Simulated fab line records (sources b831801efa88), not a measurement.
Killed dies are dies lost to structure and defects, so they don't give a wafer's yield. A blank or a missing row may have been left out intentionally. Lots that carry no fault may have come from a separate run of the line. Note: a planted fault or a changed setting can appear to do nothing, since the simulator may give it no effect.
Which tool is to blame? -- flow sky130 -- 13 lots with 39 wafers sampled at 5 steps, on a route of 708 steps

== WHAT THE GAUGES READ, wafer by wafer ==
SKY_LDD_P_CD_MEAS_07: target cd 380 nm. Usual: cdNm at 380.3 nm, with a standard deviation of 2.3.
lot,measured,on,cdNm (nm),flag
L749,day 18 12:47,cdSem-01,377.5 377.6 378.8,
L752,day 20 03:49,cdSem-01,383.1 380.8 382.4,
L753,day 20 10:55,cdSem-02,379.1 381.3 383.0,
L757,day 21 18:58,cdSem-01,380.1 379.5 382.8,
L758,day 22 17:47,cdSem-01,378.1 378.7 379.5,
L760,day 23 02:22,cdSem-01,379.6 377.1 378.5,
L761,day 23 09:56,cdSem-01,379.6 379.7 377.7,
L766,day 26 14:31,cdSem-02,376.9 378.5 378.8,
L768,day 26 15:32,cdSem-01,382.0 382.7 382.8,
L770,day 26 19:45,cdSem-02,383.3 379.0 381.5,
L769,day 27 01:02,cdSem-02,374.5 378.0 377.1,
L772,day 27 03:55,cdSem-02,380.9 381.1 379.1,
L771,day 27 05:10,cdSem-02,382.9 385.2 385.0,

SKY_LDD_P_TW_MEAS_11. Usual: LDD_P_TW 630, standard deviation 4.9.
lot,measured,on,LDD_P_TW,flag
L749,day 18 13:11,filmMetro-03,629 627 627,
L752,day 20 04:14,filmMetro-03,625 626 625,
L753,day 20 11:19,filmMetro-03,627 626 627,
L757,day 21 19:24,filmMetro-04,631 628 630,
L758,day 22 18:10,filmMetro-01,638 634 636,
L760,day 23 03:23,filmMetro-04,782 786 786,OFF
L761,day 23 18:42,filmMetro-01,792 793 800,OFF
L766,day 26 14:55,filmMetro-04,628 631 625,
L768,day 26 16:16,filmMetro-04,778 779 779,OFF
L770,day 26 20:08,filmMetro-04,627 628 629,
L769,day 27 01:26,filmMetro-04,628 626 624,
L772,day 27 04:19,filmMetro-01,636 638 638,
L771,day 27 05:35,filmMetro-03,622 627 620,

SKY_LDD_HVN_TW_MEAS_10. Usual: LDD_HVN_TW 1426, standard deviation 18.
lot,measured,on,LDD_HVN_TW,flag
L749,day 19 20:34,filmMetro-04,1411 1411 1409,
L752,day 21 10:10,filmMetro-03,1419 1423 1421,
L753,day 21 18:16,filmMetro-02,1439 1451 1454,
L757,day 23 02:10,filmMetro-03,1421 1417 1412,
L758,day 24 00:11,filmMetro-03,1420 1429 1423,
L760,day 24 09:01,filmMetro-03,1421 1426 1425,
L761,day 24 23:20,filmMetro-02,1449 1454 1461,
L766,day 27 19:28,filmMetro-03,1406 1415 1400,
L768,day 27 20:22,filmMetro-04,1420 1416 1416,
L770,day 28 00:29,filmMetro-04,1429 1417 1417,
L769,day 28 06:17,filmMetro-03,1414 1415 1409,
L772,day 28 08:52,filmMetro-03,1408 1406 1416,
L771,day 28 10:01,filmMetro-03,1416 1418 1405,

== TOOL THAT RAN EACH LOT (tool first, then ch and the chambers of the sampled wafers, then the start) ==
lot,SKY_POLY_GATE_STRIP_18,SKY_LDD_P_IMPLANT_09
L749,"plasmaAsher-04 ch 0,1, day 16 00:25","implanter-02 ch 0, day 18 12:56"
L752,"plasmaAsher-03 ch 0,1, day 17 13:02","implanter-02 ch 0, day 20 03:59"
L753,"plasmaAsher-01 ch 0,1, day 17 19:01","implanter-02 ch 0, day 20 11:04"
L757,"plasmaAsher-01 ch 0,1, day 19 01:32","implanter-02 ch 0, day 21 19:09"
L758,"plasmaAsher-03 ch 0,1, day 20 02:38","implanter-03 ch 0, day 22 17:56"
L760,"plasmaAsher-04 ch 0,1, day 20 07:52","implanter-02 ch 0, day 23 02:31"
L761,"plasmaAsher-01 ch 0,1, day 20 17:55","implanter-03 ch 0, day 23 18:01"
L766,"plasmaAsher-01 ch 0,1, day 23 23:16","implanter-03 ch 0, day 26 14:40"
L768,"plasmaAsher-04 ch 0,1, day 24 01:05","implanter-02 ch 0, day 26 15:41"
L770,"plasmaAsher-01 ch 0,1, day 24 07:00","implanter-04 ch 0, day 26 19:55"
L769,"plasmaAsher-01 ch 0,1, day 24 12:16","implanter-02 ch 0, day 27 01:12"
L772,"plasmaAsher-03 ch 0,1, day 24 14:40","implanter-04 ch 0, day 27 04:04"
L771,"plasmaAsher-04 ch 0,1, day 24 16:08","implanter-02 ch 0, day 27 05:20"
- SKY_POLY_GATE_STRIP_18: strips in O2/N2.
- SKY_LDD_P_IMPLANT_09

== AS READ BY THE TOOLS THEMSELVES (means over the sampled wafers that have a number; for cases with no such wafer, the mark the record gives instead) ==
SKY_POLY_GATE_STRIP_18. Usual: drypumpMotorCurrentA 5.5 A, standard deviation 0.33; oesProductAu 0.362 a.u., standard deviation 0.0048; stripTimeToEndpointS 3.18 s, standard deviation 0.038.
lot,tool,drypumpMotorCurrentA (A),oesProductAu (a.u.),stripTimeToEndpointS (s),flag
L749,plasmaAsher-04,5.4,0.360,3.18,
L752,plasmaAsher-03,5.9,0.366,3.17,
L753,plasmaAsher-01,5.1,0.364,3.19,
L757,plasmaAsher-01,5.1,0.366,3.20,
L758,plasmaAsher-03,5.8,0.367,3.19,
L760,plasmaAsher-04,5.4,0.361,3.16,
L761,plasmaAsher-01,5.1,0.363,3.15,
L766,plasmaAsher-01,5.1,0.357,3.13,
L768,plasmaAsher-04,5.4,0.359,3.13,
L770,plasmaAsher-01,5.1,0.365,3.19,
L769,plasmaAsher-01,5.4,0.359,3.18,
L772,plasmaAsher-03,5.8,0.359,3.17,
L771,plasmaAsher-04,5.5,0.363,3.21,

== THE ANSWER, worked out from the rows above alone ==
Rule: a lot is off if the mean of its wafers that have a number lies more than 3 standard deviations from the usual mean. Also off: a lot with no number at a reading for which 4 or more lots have one. The other lots that the step has rows for count as sound. The gauges are gone through in route order, then the tools' own readings, and for those a lot's mean is taken as printed above. At the first step where some lot is off, the reading lying furthest off is the one used; lots without a number count as furthest.
Off: L760, L761, L768, at SKY_LDD_P_TW_MEAS_11 (LDD_P_TW).
A tool fits if, at a process step before that reading, it ran every lot that is off, and no sound lot after the first of them. Those tools and the gauges at SKY_LDD_P_TW_MEAS_11 are tried in the same way. Of those tried, none fits.

== WHAT HAD BEEN PUT IN BY THE SIMULATOR ==
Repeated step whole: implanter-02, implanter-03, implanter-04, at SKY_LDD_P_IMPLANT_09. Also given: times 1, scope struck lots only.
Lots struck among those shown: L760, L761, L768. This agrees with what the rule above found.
